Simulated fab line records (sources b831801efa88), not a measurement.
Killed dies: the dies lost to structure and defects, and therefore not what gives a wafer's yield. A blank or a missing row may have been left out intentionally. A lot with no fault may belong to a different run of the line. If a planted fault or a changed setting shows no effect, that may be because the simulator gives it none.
Problem report, 8D (eight disciplines) form, completed by code -- flow gf180mcu -- the parts of the form that need people (team, actions taken, sign-off) are left out

== 1. THE PROBLEM ==
Across 6 wafers from 2 lots, HV_LDD_CVD_56_THK at GF_HV_LDD_THK_MEAS_57 averages 98.8 nm, while fault-free wafers read 90.6 nm with a standard deviation of 0.79. That puts it +10 standard deviations away from the usual mean.
Seen first at day 17 08:49 on film-metro-04, wafer L475.3. At this step, 36 wafers from 12 lots have a number in the record. By rule, "out" or "out of limits" means more than 4 standard deviations away from the usual mean. The other wafers with a number count as sound.

== 2. WHAT IT IS AND WHAT IT IS NOT ==
question,is,is not
which readings at this step,HV_LDD_CVD_56_THK,-
which lots,"L475, L478","L461, L463, L464, L465, L466, L469, L471, L473, L482, L483"
which wafers of those lots,all that have a number,-
read on which gauges,film-metro-04,"film-metro-01, film-metro-02"
when,from day 17 08:49,"up to then (24 sound wafers); but 6 sound wafers of L482, L483 came after"

== 3. SUSPECTS, AND WHAT RULES EACH OUT ==
Counting: a tool stays on the suspect list if, at a process step up to the reading, it processed all lots that are out and no sound lot following the first of them.
- the gauge at GF_HV_LDD_THK_MEAS_57 is ruled out. All the wafers that are out were read on film-metro-04, but those of them that GF_HV_LDD_ETCHBACK_58 has rows for are out there too, on other tools.
- lpcvd-02 at GF_HV_LDD_CVD_56 (deposits Si3N4 from DCS/NH3, target thk 90 nm, time 1543 s): kept. It ran every lot that is out, first L475 (day 17 07:22), and no sound lot after that; its last sound lot up to then is L466 (day 14 11:34).
Left after counting: lpcvd-02 at GF_HV_LDD_CVD_56.

== 4. THE CAUSE (what the simulator had put in) ==
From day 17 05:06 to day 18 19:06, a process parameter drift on lpcvd-02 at GF_HV_LDD_CVD_56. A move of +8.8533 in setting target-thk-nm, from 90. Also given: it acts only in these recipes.
This tool alone remained once counting was done.

== 5. THE CHAIN OF EFFECTS, in route order ==
Rows list readings where the struck wafers' mean (over those with a number) sits beyond 3 standard deviations from the usual. Only readings for which the record gives a usual standard deviation are gone through. hours: the time from each lot's start at the first step in this table that gives one to its start at this step, as a median over the lots. sigmas: the change in usual standard deviations.
hours,step,reading,usual,on struck wafers,change,sigmas
0,GF_HV_LDD_THK_MEAS_57,HV_LDD_CVD_56_THK,90.6 nm,98.8,+8.2,+10
3,GF_HV_LDD_ETCHBACK_58,oes-product-au,0.846 a.u.,0.886,+0.040,+7.1
Here are the process steps it includes:
- GF_HV_LDD_ETCHBACK_58: etches Si3N4 in CH3F/O2, stops on SiO2, time 100 s, target depth 90 nm.

== 6. HOW IT WOULD HAVE BEEN CAUGHT EARLIER ==
The first out-of-limits reading at a measuring or inspecting step in this record came at day 17 08:49, 4 hours after the fault's start at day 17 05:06.
No tool reading at GF_HV_LDD_CVD_56 that has a usual standard deviation in the record was out on any struck wafer, so an alarm limit of 4 standard deviations on those readings would not have fired.
L478, from the lots that are out (2), started GF_HV_LDD_CVD_56 on lpcvd-02 later than day 17 08:49. It would have been spared by a hold on the tool at that moment.
